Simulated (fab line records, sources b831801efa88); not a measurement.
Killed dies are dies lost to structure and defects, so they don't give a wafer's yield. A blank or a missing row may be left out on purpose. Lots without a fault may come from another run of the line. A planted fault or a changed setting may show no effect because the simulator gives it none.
fab line records | flow gf180mcu
record lots=11 wafers=33 last_day=34
route steps=602 shown POLY_GATE@157 M2@368 M3@411 M4@472
lots that met no fault: from a run of the same line without faults
start_h: hours from the record's first day to the start of the lot's first wafer shown | wait_h: hours since the lot's step before | " the same as in the row above | L1.1+2: a row that stands for several wafers | - no value, or no start given | * or withheld: withheld | < > ~ a bound
route shown NAME@n: a module of which the file shows steps, and the number in the route of the first | usual: mean/standard deviation of fault-free wafers | same: alike in all rows | chamber/n: place in a boat | sites: the reading at each site | _std_site: their standard deviation | _edge_site: outer sites' mean less inner sites' | radius_mm: how far each site lies from the wafer's centre | mask NAME#n: copy n | behind: the tool/chamber that last shaped the wafer | hold: why the lot was held/for how many hours/how that ended | device: the transistor (n, p or np) that didn't switch | end of line: the same wafers' tests at the end of the route | a step without rows: its recipe alone | killed: dies lost to structure and defects at the first sort, not the wafer's yield | map: a wafer's dies, x killed, . not, _ none there
set.NAME: the setting as run; set.NAME@STEP: as run at that earlier step | model.NAME: the simulator's own value behind a step, which no gauge read
steps of the route over a sample of lots; a table a step, a row a wafer
services: from which hour (start_h, from the record's first day; less than 0 if before it) a tool's chamber was out of use, for how many hours, and why
## steps
# step GF_POLY_GATE_CVD_00
# recipe material=poly-Si target_thk_nm=200 temp_c=620 time_s=1200 pressure_mtorr=200
# usual pressure_mtorr=200.1/0.4 spike_tc_top_C=637.1/2.9 susceptor_temp_C=619.95/0.27 zone_power_centre_pct=8.7/0.94 zone_power_lower_pct=9.87/0.26 zone_power_top_pct=18.6/0.85
# columns lot.wafer tool chamber start_h wait_h pressure_mtorr spike_tc_top_C susceptor_temp_C zone_power_centre_pct zone_power_lower_pct zone_power_top_pct
L699.1 lpcvd-02 1 191.46 0.0 200.0 636.3 620.13 8.6 9.99 17.3
L699.4 " 1 " " 199.7 638.4 620.30 8.6 9.89 17.7
L699.6 " 1 " " 200.0 636.5 620.05 8.5 9.98 17.6
L701.1 lpcvd-01 0 208.13 0.0 199.8 637.4 620.01 9.7 9.84 19.5
L701.2 " 0 " " 199.6 637.0 620.13 9.5 9.85 19.6
L701.3 " 0 " " 200.5 640.1 620.00 9.7 9.84 19.7
L703.2 lpcvd-02 0 218.39 0.0 200.1 631.3 619.87 9.8 10.28 19.1
L703.3 " 0 " " 200.1 630.4 620.32 9.6 10.23 19.4
L703.4 " 0 " " 200.0 631.6 619.79 9.7 10.26 19.2
L704.1 lpcvd-01 1 225.16 0.0 199.7 638.7 620.15 7.4 9.60 18.0
L704.5 " 1 " " 199.6 638.7 619.98 7.3 9.56 17.9
L704.6 " 1 " " 200.0 639.6 620.42 7.4 9.52 18.1
L705.1 lpcvd-01 0 233.75 0.0 200.9 636.2 620.10 9.7 9.79 19.7
L705.3 " 0 " " 200.0 639.4 619.62 9.7 9.69 19.8
L705.5 " 0 " " 200.2 638.5 619.73 9.4 9.65 19.6
L709.1 lpcvd-02 0 278.49 0.0 200.4 631.6 620.07 9.6 10.28 18.7
L709.4 " 0 " " 200.0 631.1 619.76 9.6 10.26 19.4
L709.6 " 0 " " 199.7 630.7 620.09 9.6 10.26 19.4
L711.2 lpcvd-02 1 284.50 0.0 160.1 638.0 620.00 8.6 9.94 17.8
L711.5 " 1 " " 160.0 636.5 619.92 8.3 10.10 17.8
L711.6 " 1 " " 159.9 637.3 620.21 8.5 10.09 18.1
L713.1 lpcvd-02 1 298.75 0.0 159.9 636.8 619.75 8.5 9.88 17.5
L713.5 " 1 " " 159.6 636.7 619.80 8.6 10.06 17.6
L713.6 " 1 " " 159.6 638.5 620.12 8.4 9.90 17.8
L714.2 lpcvd-01 0 312.32 0.0 199.8 638.0 619.89 9.6 9.66 19.6
L714.5 " 0 " " 200.5 639.5 620.09 9.6 9.75 20.2
L714.6 " 0 " " 200.2 638.2 619.61 9.6 9.87 19.4
L715.1 lpcvd-01 0 312.32 0.0 200.1 636.3 620.14 9.7 9.78 19.8
L715.3 " 0 " " 200.0 638.3 619.79 9.6 9.67 19.8
L715.6 " 0 " " 200.0 638.3 620.47 9.7 9.90 19.6
L720.1 lpcvd-01 1 344.03 0.0 200.6 641.5 620.17 7.4 9.63 17.6
L720.4 " 1 " " 200.4 640.6 619.86 7.4 9.60 18.3
L720.6 " 1 " " 200.5 639.3 620.11 7.4 9.66 18.3
# step GF_POLY_GATE_THK_MEAS_01
# recipe reads=poly-Si_of_POLY_GATE_CVD_00
# usual POLY_GATE_CVD_00_THK=199.5/1.7
# columns lot.wafer tool chamber start_h wait_h POLY_GATE_CVD_00_THK[nm]
L699.1 film_metro-03 - 192.79 0.0 201.4
L699.4 " - " " 200.3
L699.6 " - " " 202.4
L701.1 film_metro-04 - 209.47 0.0 201.4
L701.2 " - " " 199.9
L701.3 " - " " 201.6
L703.2 film_metro-04 - 219.73 0.0 198.8
L703.3 " - " " 197.6
L703.4 " - " " 197.8
L704.1 film_metro-03 - 226.49 0.0 200.6
L704.5 " - " " 200.4
L704.6 " - " " 201.6
L705.1 film_metro-02 - 235.09 0.0 196.3
L705.3 " - " " 197.2
L705.5 " - " " 195.8
L709.1 film_metro-04 - 279.83 0.0 199.6
L709.4 " - " " 199.8
L709.6 " - " " 200.5
L711.2 film_metro-02 - 285.85 0.0 180.5
L711.5 " - " " 179.6
L711.6 " - " " 178.9
L713.1 film_metro-03 - 300.08 0.0 178.2
L713.5 " - " " 179.3
L713.6 " - " " 180.5
L715.1 film_metro-02 - 313.65 0.0 196.2
L715.3 " - " " 195.8
L715.6 " - " " 195.3
L714.2 film_metro-04 - 313.66 0.0 197.5
L714.5 " - " " 198.1
L714.6 " - " " 198.6
L720.1 film_metro-04 - 345.36 0.0 196.8
L720.4 " - " " 199.7
L720.6 " - " " 198.6
# step GF_POLY_GATE_ETCH_13
# recipe target=poly-Si target_depth_nm=198.5 stop_on=SiO2 over_etch_frac=0.403 chemistry=HBr/Cl2 icp_w=400 bias_w=100 pressure_mtorr=10 HBr_flow_sccm=150 Cl2_flow_sccm=50 time_s=69.6
# usual drypump_motor_current_A=5.6/0.35 mfc_cl2_sccm=49.99/0.14 oes_product_au=0.991/0.0069 throttle_valve_pct=33.685/0.0094
# columns lot.wafer tool chamber start_h wait_h drypump_motor_current_A mfc_cl2_sccm oes_product_au rf_hours_counter_h throttle_valve_pct
L699.1 rie_si-01 3 210.49 - 5.6 49.93 0.988 77 33.677
L699.4 " 2 " " 5.5 49.69 0.988 100 33.673
L699.6 " 1 " " 4.9 50.17 1.002 - 33.680
L701.1 rie_si-02 0 227.39 - 5.7 50.02 1.009 1 33.685
L701.2 " 2 " " 5.5 49.80 0.992 70 33.675
L701.3 " 3 " " 6.3 50.06 1.004 13 33.691
L703.2 rie_si-02 2 238.00 - 5.5 50.03 0.988 70 33.684
L703.3 " 1 " " 5.5 50.15 0.990 60 33.684
L703.4 " 3 " " 6.3 49.78 0.994 13 33.693
L704.1 rie_si-01 3 245.10 - 5.6 49.84 0.996 77 33.676
L704.5 " 1 " " 4.9 49.88 0.990 - 33.684
L704.6 " 2 " " 5.5 50.09 0.987 - 33.678
L705.1 rie_si-02 0 253.78 - 5.7 50.06 0.982 2 33.681
L705.3 " 1 " " 5.5 49.99 0.990 60 33.692
L705.5 " 2 " " 5.5 49.95 0.988 - 33.675
L709.1 rie_si-02 2 299.85 - 5.5 50.09 0.990 70 33.685
L709.4 " 3 " " 6.2 49.88 0.982 13 33.687
L709.6 " 1 " " 5.5 49.96 1.002 - 33.680
L711.2 rie_si-01 0 306.14 - 5.7 50.04 0.931 16 33.690
L711.5 " 1 " " 4.9 49.86 0.932 - 33.682
L711.6 " 3 " " 5.5 49.81 0.924 - 33.683
L713.1 rie_si-01 3 320.94 - 5.5 49.92 0.927 78 33.677
L713.5 " 3 " " 5.5 49.92 0.926 - 33.685
L713.6 " 0 " " 5.7 49.87 0.932 - 33.671
L715.1 rie_si-02 1 334.85 - 5.5 50.13 0.987 61 33.673
L715.3 " 2 " " 5.5 49.90 0.983 70 33.684
L715.6 " 3 " " 6.2 49.97 0.982 - 33.674
L714.2 rie_si-01 2 334.89 - 5.4 49.89 0.985 0 33.690
L714.5 " 3 " " 5.5 50.09 0.979 - 33.690
L714.6 " 2 " " 5.4 49.93 0.994 - 33.679
L720.1 rie_si-01 2 367.54 - 5.5 49.89 0.984 0 33.666
L720.4 " 3 " " 5.5 49.91 0.989 79 33.679
L720.6 " 1 " " 4.9 50.19 0.991 - 33.695
# step GF_M2_THK_MEAS_06
# recipe thk_meas_gauge=xrf reads=AlCu_of_M2_SPUTTER_02
# usual M2_ALCU_THK=453/7.3
# columns lot.wafer tool chamber start_h wait_h M2_ALCU_THK[nm]
L699.1 film_metro-03 - 430.54 0.1 452
L699.4 " - " " 449
L699.6 " - " " 454
L701.1 film_metro-02 - 453.99 0.1 458
L701.2 " - " " 460
L701.3 " - " " 460
L703.2 film_metro-02 - 467.93 0.1 456
L703.3 " - " " 437
L703.4 " - " " 448
L704.1 film_metro-03 - 477.51 0.1 445
L704.5 " - " " 434
L704.6 " - " " 446
L705.1 film_metro-04 - 487.34 0.1 450
L705.3 " - " " 451
L705.5 " - " " 464
L709.1 film_metro-04 - 544.69 0.1 448
L709.4 " - " " 442
L709.6 " - " " 454
L711.2 film_metro-03 - 551.22 0.1 455
L711.5 " - " " 445
L711.6 " - " " 453
L713.1 film_metro-04 - 565.98 0.1 456
L713.5 " - " " 461
L713.6 " - " " 458
L715.1 film_metro-03 - 579.59 0.1 457
L715.3 " - " " 454
L715.6 " - " " 453
L714.2 film_metro-04 - 580.96 0.1 455
L714.5 " - " " 464
L714.6 " - " " 458
L720.1 film_metro-02 - 610.14 0.1 456
L720.4 " - " " 464
L720.6 " - " " 459
# step GF_M3_SPUTTER_02
# recipe material=AlCu target_thk_nm=450 power_w=10600 time_s=23.9 chamber_pressure_pa=0.4
# usual throttle_valve_pct=30.4/1.2
# columns lot.wafer tool chamber start_h wait_h throttle_valve_pct
L699.1 pvd_sputter-01 - 481.20 0.0 28.9
L699.4 " - " " 29.0
L699.6 " - " " 30.3
L701.1 pvd_sputter-03 - 505.34 0.0 32.2
L701.2 " - " " 30.6
L701.3 " - " " 29.9
L703.2 pvd_sputter-04 - 517.82 0.0 31.3
L703.3 " - " " 30.3
L703.4 " - " " 28.6
L704.1 pvd_sputter-04 - 527.72 0.0 28.7
L704.5 " - " " 31.9
L704.6 " - " " 28.5
L705.1 pvd_sputter-01 - 537.64 0.0 30.6
L705.3 " - " " 30.8
L705.5 " - " " 28.7
L709.1 pvd_sputter-01 - 591.53 0.0 30.6
L709.4 " - " " 30.5
L709.6 " - " " 30.2
L711.2 pvd_sputter-03 - 598.52 0.0 30.6
L711.5 " - " " 32.3
L711.6 " - " " 29.9
L713.1 pvd_sputter-03 - 612.22 0.0 31.9
L713.5 " - " " 31.9
L713.6 " - " " 32.0
L715.1 pvd_sputter-04 - 625.50 0.0 29.9
L715.3 " - " " 28.6
L715.6 " - " " 28.6
L714.2 pvd_sputter-01 - 626.57 0.0 31.0
L714.5 " - " " 29.1
L714.6 " - " " 30.7
L720.1 pvd_sputter-01 - 653.52 0.0 29.1
L720.4 " - " " 30.9
L720.6 " - " " 30.3
# step GF_M4_METAL_ETCH_16
# recipe chemistry=Cl2/BCl3 mask_material=KrF target_depth_nm=750.8 stop_on=SiO2 pressure_mtorr=8 icp_w=800 bias_w=140 Cl2_flow_sccm=80 bcl3_flow_sccm=40 time_s=125.1
# usual drypump_motor_current_A=5.4/0.53 mfc_cl2_sccm=79.96/0.25 oes_product_au=0.993/0.0058 throttle_valve_pct=28.225/0.0089
# columns lot.wafer tool chamber start_h wait_h drypump_motor_current_A mfc_cl2_sccm oes_product_au rf_hours_counter_h throttle_valve_pct
L699.1 rie_metal-03 1 553.68 0.0 4.9 80.33 0.986 6 28.232
L699.4 " 0 " " 5.4 80.37 0.991 - 28.232
L699.6 " 1 " " 4.9 80.46 0.992 - 28.216
L701.1 rie_metal-03 0 575.98 0.0 5.4 79.90 0.994 5 28.224
L701.2 " 1 " " 4.9 79.93 1.001 7 28.236
L701.3 " 0 " " 5.4 79.82 0.984 - 28.223
L703.2 rie_metal-03 0 587.55 0.0 5.4 79.95 0.998 5 28.226
L703.3 " 0 " " 5.4 80.02 0.989 - 28.222
L703.4 " 1 " " 4.9 80.03 0.989 - 28.234
L704.1 rie_metal-04 1 597.38 0.0 6.1 80.00 0.994 9 28.233
L704.5 " 0 " " 6.2 79.74 0.998 - 28.226
L704.6 " 1 " " 6.1 79.73 0.994 - 28.231
L705.1 rie_metal-03 1 607.78 0.0 4.9 79.94 0.992 8 28.237
L705.3 " 1 " " 4.9 79.82 0.987 - 28.228
L705.5 " 1 " " 4.9 79.80 0.992 - 28.233
L709.1 rie_metal-02 0 656.68 0.0 4.8 79.90 0.990 12 28.231
L709.4 " 0 " " 4.8 80.17 0.994 - 28.218
L709.6 " 0 " " 4.8 79.90 1.000 - 28.226
L711.2 rie_metal-02 1 662.65 0.0 5.1 79.66 1.000 0 28.223
L711.5 " 0 " " 4.8 80.06 1.008 - 28.211
L711.6 " 1 " " 5.1 79.95 1.002 - 28.220
L713.1 rie_metal-04 1 674.33 0.0 6.1 80.01 0.987 12 28.221
L713.5 " 0 " " 6.2 80.06 0.990 - 28.210
L713.6 " 1 " " 6.1 79.78 0.993 - 28.216
L715.1 rie_metal-02 1 687.04 0.0 5.0 80.12 0.993 1 28.225
L715.3 " 0 " " 4.8 80.08 0.996 - 28.227
L715.6 " 0 " " 4.8 79.89 0.994 - 28.220
L714.2 rie_metal-03 0 688.70 0.0 5.4 80.58 0.995 8 28.224
L714.5 " 1 " " 4.9 80.14 0.992 - 28.229
L714.6 " 0 " " 5.5 80.35 0.993 - 28.230
L720.1 rie_metal-02 0 714.60 0.0 4.8 79.50 0.991 14 28.211
L720.4 " 0 " " 4.8 80.10 0.996 - 28.222
L720.6 " 1 " " 5.0 79.98 0.994 - 28.216
## services
# columns tool chamber start_h hours kind
rie_si-02 - 211.70 0.1 repair
pvd_sputter-01 - 212.03 3.3 repair
pvd_sputter-01 - 215.63 2.2 repair
rie_si-02 1 219.29 2.2 repair
pvd_sputter-01 - 252.31 10.1 repair
rie_si-01 3 296.64 1.4 repair
rie_metal-03 - 298.22 0.6 repair
pvd_sputter-01 - 333.52 4.7 repair
rie_si-01 1 346.74 1.4 repair
lpcvd-02 - 348.04 1.1 repair
rie_metal-03 1 391.33 18.8 repair
rie_si-02 2 392.02 10.0 repair
rie_metal-03 - 397.99 0.5 repair
rie_si-02 1 408.97 8.5 repair
rie_si-02 2 411.84 7.4 repair
lpcvd-01 - 417.24 2.8 pm
lpcvd-02 - 435.00 2.8 pm
lpcvd-02 - 458.11 6.0 pm
lpcvd-01 - 503.63 6.0 pm
rie_si-01 - 570.70 0.6 repair
rie_si-01 - 576.37 0.1 repair
rie_si-01 - 646.43 1.9 repair
rie_si-01 - 661.89 2.8 pm
lpcvd-01 - 712.65 6.1 pm
## key
first_sign step=GF_POLY_GATE_CVD_00 reading=pressure_mtorr direction=down sigmas=99+ usual=200.1 struck=159.9
effect step=GF_POLY_GATE_THK_MEAS_01 reading=POLY_GATE_CVD_00_THK direction=down sigmas=12 usual=199.5 struck=179.5
effect step=GF_POLY_GATE_ETCH_13 reading=oes_product_au direction=down sigmas=9.1 usual=0.991 struck=0.929
met_at GF_POLY_GATE_CVD_00
struck_lots L711,L713
tester_left_out L711,L713
not_acting_at GF_M2_THK_MEAS_06,GF_M3_SPUTTER_02,GF_M4_METAL_ETCH_16
onset_between 278.49 284.50
fault kind=process_parameter_drift tool=lpcvd-02 chamber=- onset_h=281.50 steps=GF_POLY_GATE_CVD_00 channel=pressure_mtorr offset=-40 shape=step end_h=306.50 acts_in=these_recipes_only stated=200
# tester_left_out: of these lots the tester's yield and bins aren't shown, on N5 and GAA mostly nor the transistor test; their killed dies are dies lost to structure and defects alone, not to doping, threshold or leakage, so they don't give the yield
